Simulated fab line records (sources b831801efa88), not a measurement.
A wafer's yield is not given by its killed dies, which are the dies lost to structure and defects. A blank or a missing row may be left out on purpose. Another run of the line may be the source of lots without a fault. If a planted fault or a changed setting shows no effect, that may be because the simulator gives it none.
A single fault, viewed from 2 desks    flow sky130    each desk has only its own numbers; what lay behind them comes last

## FROM THE METROLOGY DESK
Lot by lot, what the gauges showed, no matter which tool ran the lot: averages of those sampled wafers that carry a number. The brackets show how far a lot's mean lies from the usual mean; more than 4 standard deviations puts the lot out of limits, marked OUT.
Columns: A = cd_nm at SKY_SONOS_ONO_CD_MEAS_13, usual 409.8 nm; B = SONOS_ONO_OVL at SKY_SONOS_ONO_OVL_MEAS_14, usual -1.4 nm; C = GATE_OXIDE_OXIDATION_00_THK at SKY_GATE_OXIDE_THK_MEAS_02, usual 10.40 nm; D = GATE_OXIDE_OVL at SKY_GATE_OXIDE_OVL_MEAS_10, usual -1.5 nm; E = GATE_OXIDE_TW at SKY_GATE_OXIDE_TW_MEAS_14, usual 224.0
lot   first seen here  A      B     C      D     E
L907  day 13 16:38     409.1  -1.4  10.52  -2.4  221.7
L908  day 13 20:11     409.4  -1.6  10.52  -2.8  225.1
L911  day 15 03:28     406.9  -1.5  10.64  -1.7  219.9
L912  day 15 09:13     410.0  -0.8  10.67  -0.3  220.7
L913  day 15 17:40     409.7  -2.6  10.64  -1.7  225.7
L924  day 19 08:28     411.6  -0.9  10.63  -1.3  223.3
Finding of this desk: none of the 6 lots has anything out of limits.

## THE TOOL OWNER'S DESK: wet_bench-02
The tool's own readings at SKY_GATE_OXIDE_CLEAN_00 (cleans in SC1/SC2, time 150 s): means of the sampled wafers that have a number, for each lot that ran on this tool. The brackets show how far a lot's mean lies from the usual mean; more than 4 standard deviations puts the lot out of limits, marked OUT.
Columns: A = run_length_s at SKY_GATE_OXIDE_CLEAN_00, usual 178 s; B = temp_c at SKY_GATE_OXIDE_CLEAN_00, usual 70.03 C
lot   first seen here  A             B
L907  day 13 17:02     174           70.00
L912  day 15 09:38     59 (-33) OUT  69.99
L913  day 15 18:04     52 (-35) OUT  70.01
Finding of this desk: L912, L913 out of limits; the first was L912 at day 15 09:38, on run_length_s at SKY_GATE_OXIDE_CLEAN_00. L907 stayed within limits.

## PUT TOGETHER
At day 15 09:38, on L912, L913, the tool owner's desk was in a position to raise an alarm.
From the metrology desk's view, nothing was out of limits.
The metrology desk holds a record of L912, L913, inside its limits.
On wet_bench-02, each named lot ran SKY_GATE_OXIDE_CLEAN_00.

## WHAT HAD BEEN PUT IN BY THE SIMULATOR
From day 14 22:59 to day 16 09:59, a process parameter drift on wet_bench-02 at SKY_GATE_OXIDE_CLEAN_00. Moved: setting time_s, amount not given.
Lots struck among those shown: L912, L913.
Each desk's first reading out of limits, in hours after the fault started: the tool owner's desk, 11.
